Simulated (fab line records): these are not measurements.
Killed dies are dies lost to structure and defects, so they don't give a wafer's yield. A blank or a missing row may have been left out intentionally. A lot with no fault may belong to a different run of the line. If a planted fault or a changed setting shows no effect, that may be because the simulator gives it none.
Which of the tools did it? | flow gf180mcu | 10 lots with 30 wafers sampled at 8 steps, on a route of 602 steps

## WHAT THE GAUGES READ, wafer by wafer
GF_V5_THK_MEAS_25: measures by xrf.
lot  | measured     | on            | V5_W_THK (nm)
L553 | day 27 05:39 | film metro-01 | 361 358 359
L556 | day 28 00:37 | film metro-01 | 376 377 364
L557 | day 28 01:44 | film metro-03 | 352 367 367
L562 | day 30 03:47 | film metro-03 | 357 355 354
L563 | day 30 11:25 | film metro-03 | 351 345 344
L569 | day 32 00:57 | film metro-03 | 361 357 354
L571 | day 32 13:40 | film metro-01 | 361 375 361
L572 | day 32 20:26 | film metro-03 | 357 357 361
L575 | day 33 11:35 | film metro-03 | 355 355 358
L576 | day 33 19:22 | film metro-03 | 343 355 350

GF_TOP_METAL_RS_MEAS_05: the measuring method here is four-point-probe.
lot  | measured     | on            | TOP_METAL_ALCU_RS (ohm/sq)
L553 | day 27 06:16 | film metro-04 | 0.0321 0.0327 0.0321
L556 | day 28 01:13 | film metro-02 | 0.0325 0.0330 0.0335
L557 | day 28 02:19 | film metro-02 | 0.0330 0.0321 0.0324
L562 | day 30 04:22 | film metro-02 | 0.0879 0.0330 0.0336
L563 | day 30 12:02 | film metro-02 | 0.0334 0.0327 0.0850
L569 | day 32 01:32 | film metro-01 | 0.0325 0.0322 0.0322
L571 | day 32 14:15 | film metro-04 | 0.0321 0.0322 0.0317
L572 | day 32 21:01 | film metro-04 | 0.0318 0.0321 0.0322
L575 | day 33 12:10 | film metro-04 | 0.0322 0.0324 0.0320
L576 | day 33 19:57 | film metro-04 | 0.0332 0.0332 0.0331

GF_TOP_METAL_THK_MEAS_06: measures by xrf.
lot  | measured     | on            | TOP_METAL_ALCU_THK (nm)
L553 | day 27 06:21 | film metro-04 | 924 907 921
L556 | day 28 01:19 | film metro-02 | 922 905 887
L557 | day 28 02:26 | film metro-02 | 899 924 923
L562 | day 30 04:29 | film metro-02 | 342 897 884
L563 | day 30 12:10 | film metro-02 | 885 909 355
L569 | day 32 01:39 | film metro-01 | 912 917 921
L571 | day 32 14:22 | film metro-04 | 920 921 932
L572 | day 32 21:08 | film metro-04 | 927 916 912
L575 | day 33 12:17 | film metro-04 | 915 917 921
L576 | day 33 20:04 | film metro-04 | 887 889 888

GF_PASSIVATION_BOW_MEAS_14.
lot  | measured     | on            | PASSIVATION_BOW (um)
L553 | day 29 00:03 | film metro-02 | 135 128 133
L556 | day 29 18:37 | film metro-01 | 122 129 119
L557 | day 29 19:17 | film metro-02 | 129 120 113
L562 | day 31 19:17 | film metro-03 | 159 129 132
L563 | day 32 02:20 | film metro-01 | 149 137 173
L569 | day 33 13:41 | film metro-02 | 130 117 123
L571 | day 34 00:56 | film metro-01 | 148 145 140
L572 | day 34 07:53 | film metro-01 | 119 118 117
L575 | day 34 21:22 | film metro-01 | 137 116 126
L576 | day 35 04:56 | film metro-02 | 152 158 158

## WHICH TOOL RAN EACH LOT (tool, then ch and the chambers of the sampled wafers, then the start)
lot  | GF_V5_CMP_04                  | GF_TOP_METAL_SPUTTER_01      | GF_TOP_METAL_SPUTTER_02      | GF_TOP_METAL_METAL_ETCH_16
L553 | cmp-01 ch 0,1, day 26 08:01   | pvd sputter-02, day 27 06:05 | pvd sputter-02, day 27 06:07 | rie metal-01 ch 0,1, day 28 02:13
L556 | cmp-02 ch 0,2, day 27 03:09   | pvd sputter-01, day 28 01:04 | pvd sputter-01, day 28 01:06 | rie metal-02 ch 0,1, day 28 20:40
L557 | cmp-02 ch 0,2,3, day 27 04:22 | pvd sputter-01, day 28 02:11 | pvd sputter-01, day 28 02:13 | rie metal-01 ch 1, day 28 21:16
L562 | cmp-01 ch 0,1, day 29 07:22   | pvd sputter-01, day 30 04:15 | pvd sputter-01, day 30 04:17 | rie metal-02 ch 0,1, day 30 22:33
L563 | cmp-02 ch 0,1,2, day 29 15:01 | pvd sputter-01, day 30 11:55 | pvd sputter-01, day 30 11:57 | rie metal-04 ch 1, day 31 06:15
L569 | cmp-02 ch 0,3, day 31 05:17   | pvd sputter-02, day 32 01:25 | pvd sputter-02, day 32 01:26 | rie metal-04 ch 0,1, day 32 18:15
L571 | cmp-02 ch 0,1,3, day 31 19:52 | pvd sputter-02, day 32 14:08 | pvd sputter-02, day 32 14:10 | rie metal-02 ch 0,1, day 33 06:36
L572 | cmp-02 ch 2,3, day 32 02:33   | pvd sputter-02, day 32 20:53 | pvd sputter-02, day 32 20:55 | rie metal-02 ch 0,1, day 33 13:03
L575 | cmp-02 ch 0,2,3, day 32 17:23 | pvd sputter-02, day 33 12:02 | pvd sputter-02, day 33 12:04 | rie metal-04 ch 0,1, day 34 03:57
L576 | cmp-02 ch 1,3, day 33 02:12   | pvd sputter-01, day 33 19:50 | pvd sputter-01, day 33 19:52 | rie metal-02 ch 0,1, day 34 11:21
- GF_V5_CMP_04: polishes SiO2.
- GF_TOP_METAL_SPUTTER_01: material TiN, target thk 30 nm, time 25 s.
- GF_TOP_METAL_SPUTTER_02: material AlCu, target thk 900 nm, time 47.82 s.
- GF_TOP_METAL_METAL_ETCH_16: etches the open film in Cl2/BCl3, stops on SiO2, target depth 1077.5 nm, time 179.6 s.

## WHAT THE TOOLS THEMSELVES READ (means of the sampled wafers that have a number; where no wafer has one, the mark that the record gives instead)
GF_V5_CMP_04.
lot  | tool   | head pressure psi (psi) | motor current A (A)
L553 | cmp-01 | 3.998                   | 12.0
L556 | cmp-02 | 4.009                   | 12.1
L557 | cmp-02 | 4.009                   | 12.2
L562 | cmp-01 | 3.999                   | 12.2
L563 | cmp-02 | 4.004                   | 12.2
L569 | cmp-02 | 3.995                   | 12.9
L571 | cmp-02 | 4.003                   | 12.8
L572 | cmp-02 | 3.995                   | 12.1
L575 | cmp-02 | 4.002                   | 12.6
L576 | cmp-02 | 3.995                   | 12.8

GF_TOP_METAL_SPUTTER_01.
lot  | tool           | cathode dc power W (W) | throttle valve pct (%)
L553 | pvd sputter-02 | 6500.2                 | 30.8
L556 | pvd sputter-01 | 6500.0                 | 30.1
L557 | pvd sputter-01 | 6500.7                 | 29.8
L562 | pvd sputter-01 | 6500.6                 | 30.0
L563 | pvd sputter-01 | 6500.5                 | 30.2
L569 | pvd sputter-02 | 6499.0                 | 30.7
L571 | pvd sputter-02 | 6501.6                 | 30.8
L572 | pvd sputter-02 | 6500.2                 | 30.4
L575 | pvd sputter-02 | 6500.1                 | 30.7
L576 | pvd sputter-01 | 6499.7                 | 28.6

GF_TOP_METAL_SPUTTER_02.
lot  | tool           | cathode dc power W (W) | throttle valve pct (%)
L553 | pvd sputter-02 | 10600                  | 30.7
L556 | pvd sputter-01 | 10599                  | 30.1
L557 | pvd sputter-01 | 10600                  | 29.7
L562 | pvd sputter-01 | 10599                  | 30.1
L563 | pvd sputter-01 | 10602                  | 30.0
L569 | pvd sputter-02 | 10602                  | 30.7
L571 | pvd sputter-02 | 10601                  | 30.8
L572 | pvd sputter-02 | 10600                  | 30.5
L575 | pvd sputter-02 | 10601                  | 30.6
L576 | pvd sputter-01 | 10600                  | 28.7

GF_TOP_METAL_METAL_ETCH_16.
lot  | tool         | drypump motor current A (A) | oes product au (a.u.) | throttle valve pct (%)
L553 | rie metal-01 | 5.9                         | 0.974                 | 28.249
L556 | rie metal-02 | 5.6                         | 0.962                 | 28.253
L557 | rie metal-01 | 6.3                         | 0.971                 | 28.256
L562 | rie metal-02 | 5.6                         | 0.854                 | 28.389
L563 | rie metal-04 | 5.8                         | 0.856                 | 28.385
L569 | rie metal-04 | 5.9                         | 0.972                 | 28.245
L571 | rie metal-02 | 5.6                         | 0.978                 | 28.240
L572 | rie metal-02 | 5.4                         | 0.975                 | 28.259
L575 | rie metal-04 | 5.9                         | 0.974                 | 28.251
L576 | rie metal-02 | 5.4                         | 0.957                 | 28.263

## THE ANSWER, worked out from the rows above alone
Rule: usual is defined by the lots themselves. Put in order of their means at a reading, lots are off if they are a third of the lots or fewer, leave a main group of 4 or more, and stand apart from it by a gap of 3 or more times the standard deviation of the main group's means; of several such gaps the widest counts. A main group whose means are all the same, to the digits that the tables above print for the reading, isn't used. Also off: a lot with no number at a reading for which 4 or more lots have one. The other lots that the step has rows for count as sound. After the gauges, taken in route order, come the tools' own readings; for these a lot's mean is taken, as printed above. At the first step where some lot is off, the reading lying furthest off is the one used; lots without a number count as furthest.
Off: at GF_TOP_METAL_RS_MEAS_05 (TOP_METAL_ALCU_RS), L562, L563. The main group has a mean of 0.0324 ohm/sq with a standard deviation of 0.0004.
A tool fits if, at a process step before that reading, it ran every lot that is off, and no sound lot after the first of them. Not tried: the gauges at GF_TOP_METAL_RS_MEAS_05; whatever is off there is also off at GF_TOP_METAL_METAL_ETCH_16, on other tools, and gauge error can't account for it. Of those tried, none fits.

## WHAT THE SIMULATOR PUT IN
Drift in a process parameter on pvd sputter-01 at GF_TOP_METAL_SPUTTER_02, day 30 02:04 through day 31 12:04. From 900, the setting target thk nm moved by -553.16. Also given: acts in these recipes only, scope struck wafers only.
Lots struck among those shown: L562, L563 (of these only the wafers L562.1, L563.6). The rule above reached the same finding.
